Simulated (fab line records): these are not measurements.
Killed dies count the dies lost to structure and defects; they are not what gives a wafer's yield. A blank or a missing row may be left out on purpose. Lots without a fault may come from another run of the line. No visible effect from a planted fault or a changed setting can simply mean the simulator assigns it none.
Which of the tools did it? | flow sky130 | 42 wafers from 14 lots sampled at 2 of the route's 708 steps

## WHAT THE GAUGES SHOWED, per wafer
No reading from a measuring or inspecting step in the record can be judged against a usual standard deviation.

## WHAT TOOL EACH LOT RAN ON (gives the tool, then ch and the chambers of the sampled wafers, and finally the start)
lot  | SKY_GATE_OXIDE_IMPLANT_11       | SKY_PAD_OPEN_PROBE_99
L377 | implanter-04 ch 0, day 13 16:36 | prober-02, day 45 19:07
L378 | implanter-03 ch 0, day 14 06:38 | -
L379 | implanter-04 ch 0, day 14 17:30 | -
L380 | implanter-04 ch 0, day 14 19:08 | -
L381 | implanter-02 ch 0, day 15 20:31 | -
L384 | implanter-04 ch 0, day 17 00:58 | -
L383 | implanter-03 ch 0, day 17 01:21 | prober-02, day 48 00:28
L387 | implanter-03 ch 0, day 18 00:41 | prober-01, day 48 19:04
L392 | implanter-04 ch 0, day 19 04:09 | -
L393 | implanter-03 ch 0, day 19 09:09 | prober-02, day 49 12:17
L394 | implanter-02 ch 0, day 19 17:48 | prober-01, day 49 14:20
L395 | implanter-03 ch 0, day 20 04:40 | prober-02, day 50 00:29
L397 | implanter-04 ch 0, day 21 03:22 | -
L398 | implanter-02 ch 0, day 21 10:40 | -
- SKY_GATE_OXIDE_IMPLANT_11
- SKY_PAD_OPEN_PROBE_99

## AS READ BY THE TOOLS THEMSELVES (means over the sampled wafers that have a number; for cases with no such wafer, the mark the record gives instead)
SKY_GATE_OXIDE_IMPLANT_11. Usual: beam energy keV 10.000, standard deviation 0.0028; end station pressure torr 5.05e-06 Torr, standard deviation 2.2e-07.
lot  | tool         | beam energy keV | end station pressure torr (Torr) | flag
L377 | implanter-04 | 9.997           | 5.06e-06                         |
L378 | implanter-03 | 9.999           | 4.99e-06                         |
L379 | implanter-04 | 9.999           | 4.92e-06                         |
L380 | implanter-04 | 9.997           | 5.10e-06                         |
L381 | implanter-02 | 10.001          | 4.96e-06                         |
L384 | implanter-04 | 9.997           | 4.96e-06                         |
L383 | implanter-03 | 9.999           | 5.03e-06                         |
L387 | implanter-03 | 10.001          | 5.03e-06                         |
L392 | implanter-04 | 9.999           | 5.07e-06                         |
L393 | implanter-03 | 9.137           | 5.08e-06                         | OFF
L394 | implanter-02 | 9.998           | 5.22e-06                         |
L395 | implanter-03 | 9.138           | 4.86e-06                         | OFF
L397 | implanter-04 | 10.003          | 4.92e-06                         |
L398 | implanter-02 | 10.002          | 5.09e-06                         |

SKY_PAD_OPEN_PROBE_99. Usual: killed_at_M0_to_M3 43, standard deviation 6.8; killed_at_M4_up 3.0, standard deviation 1.8; killed at contacts 23, standard deviation 5.4; killed at front end 15, standard deviation 4.4; killed at other 0.3, standard deviation 0.51; killed dies 85, standard deviation 9.2; killed open 47, standard deviation 6.8; killed short 39, standard deviation 6.8.
lot  | tool      | killed_at_M0_to_M3 | killed_at_M4_up | killed at contacts | killed at front end | killed at other | killed dies | killed open | killed short | flag
L377 | prober-02 | 37                 | 4.3             | 30                 | 17                  | 0.0             | 88          | 51          | 37           |
L383 | prober-02 | 46                 | 3.3             | 21                 | 10                  | 0.3             | 80          | 47          | 33           |
L387 | prober-01 | 39                 | 3.7             | 22                 | 14                  | 0.7             | 79          | 46          | 34           |
L393 | prober-02 | 42                 | 1.3             | 19                 | 14                  | 0.0             | 77          | 40          | 37           |
L394 | prober-01 | 46                 | 2.7             | 17                 | 18                  | 0.7             | 85          | 51          | 34           |
L395 | prober-02 | 50                 | 3.0             | 26                 | 21                  | 0.0             | 99          | 51          | 49           |

## THE ANSWER, worked out from the rows above alone
Rule: lot off if the mean of its wafers having a number is beyond 3 standard deviations from the usual mean. A lot without any number at a reading at which 4 lots or more have one is off too. The other lots that the step has rows for count as sound. After the gauges, taken in route order, come the tools' own readings; for these a lot's mean is taken, as printed above. At the first step where some lot is off, the reading lying furthest off is the one used; lots without a number count as furthest.
Off at SKY_GATE_OXIDE_IMPLANT_11 (beam energy keV): L393, L395.
If a tool, at that step or one of the process steps before it, ran each lot that is off and ran no sound lot following the first of them, it fits. One candidate fits, namely implanter-03 at SKY_GATE_OXIDE_IMPLANT_11. Its last sound lot is L387 (day 18 00:41), its first lot that is off L393 (day 19 09:09): a fault that began between those two fits.
The tool's own readings at SKY_GATE_OXIDE_IMPLANT_11 bear it out: on the lots that are off they differ by more than 5 times the standard deviation of the sound lots' means. beam energy keV reads 9.137 there against 9.999 on the sound lots.

## WHAT HAD BEEN PUT IN BY THE SIMULATOR
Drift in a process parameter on implanter-03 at SKY_GATE_OXIDE_IMPLANT_11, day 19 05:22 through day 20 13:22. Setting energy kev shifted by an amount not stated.
Lots struck among those shown: L393, L395. This agrees with what the rule above found.
